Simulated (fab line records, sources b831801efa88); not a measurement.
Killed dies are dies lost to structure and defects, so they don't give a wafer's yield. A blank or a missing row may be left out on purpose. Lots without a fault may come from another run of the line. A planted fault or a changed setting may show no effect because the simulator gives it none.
Problem report in the 8D (eight disciplines) form, filled by code | flow sky130 | the parts of the form that need people (team, actions taken, sign-off) are left out

1. THE PROBLEM
spin_speed_rpm at SKY_VIA3_COAT_07 reads a mean of 3060.0 rpm on 9 wafers of 3 lots; wafers without a fault read 2999.9 rpm with a standard deviation of 2.5. That is +24 standard deviations from the usual mean.
The step: resist thk 450 nm.
First seen on wafer L917.1, day 42 13:00, on litho_track-01. The record holds 45 wafers of 15 lots with a number at this step. Rule for "out", or "out of limits": more than 4 standard deviations from the usual mean. The other wafers with a number count as sound.

2. WHAT IT IS AND WHAT IT IS NOT
question                    | is                     | is not
which readings at this step | spin_speed_rpm         | -
which lots                  | L917, L919, L920       | L905, L908, L909, L910, L911, L912, L913, L915, L921, L922, L927, L928
which wafers of those lots  | all that have a number | -
read on which tools         | litho_track-01         | litho_track-02, litho_track-03
when                        | from day 42 13:00      | up to then (24 sound wafers); but 12 sound wafers of L921, L922, L927, L928 came after

3. SUSPECTS, AND WHAT RULES EACH OUT
Counting: a tool at a process step up to the reading stays a suspect if it ran every lot that is out and no sound lot after the first of them.
- litho_track-01 at SKY_VIA3_COAT_07 (resist thk 450 nm): kept. It ran every lot that is out, first L917 (day 42 13:00), and no sound lot after that; its last sound lot up to then is L913 (day 42 03:00). Its own readings are out on those wafers: spin_speed_rpm.
Left after counting: litho_track-01 at SKY_VIA3_COAT_07.

4. THE CAUSE (what the simulator had put in)
Process parameter drift: litho_track-01, from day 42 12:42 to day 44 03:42, at SKY_VIA3_COAT_07. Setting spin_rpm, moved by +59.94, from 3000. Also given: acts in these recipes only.
Counting left only this tool.

5. THE CHAIN OF EFFECTS, in route order
Each row: a reading whose mean over the struck wafers that have a number lies more than 3 standard deviations from the usual. Only readings for which the record gives a usual standard deviation are gone through. hours: the time from each lot's start at the first step in this table that gives one to its start at this step, as a median over the lots. sigmas: the change in usual standard deviations.
hours | step             | reading        | usual      | on struck wafers | change | sigmas
0     | SKY_VIA3_COAT_07 | spin_speed_rpm | 2999.9 rpm | 3060.0           | +60.1  | +24
The process steps in it:
- SKY_VIA3_COAT_07: resist thk 450 nm.

6. WHAT WOULD HAVE CAUGHT IT SOONER
In this record the first reading out of limits was taken at day 42 13:00, 0 hours after the fault began at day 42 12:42.
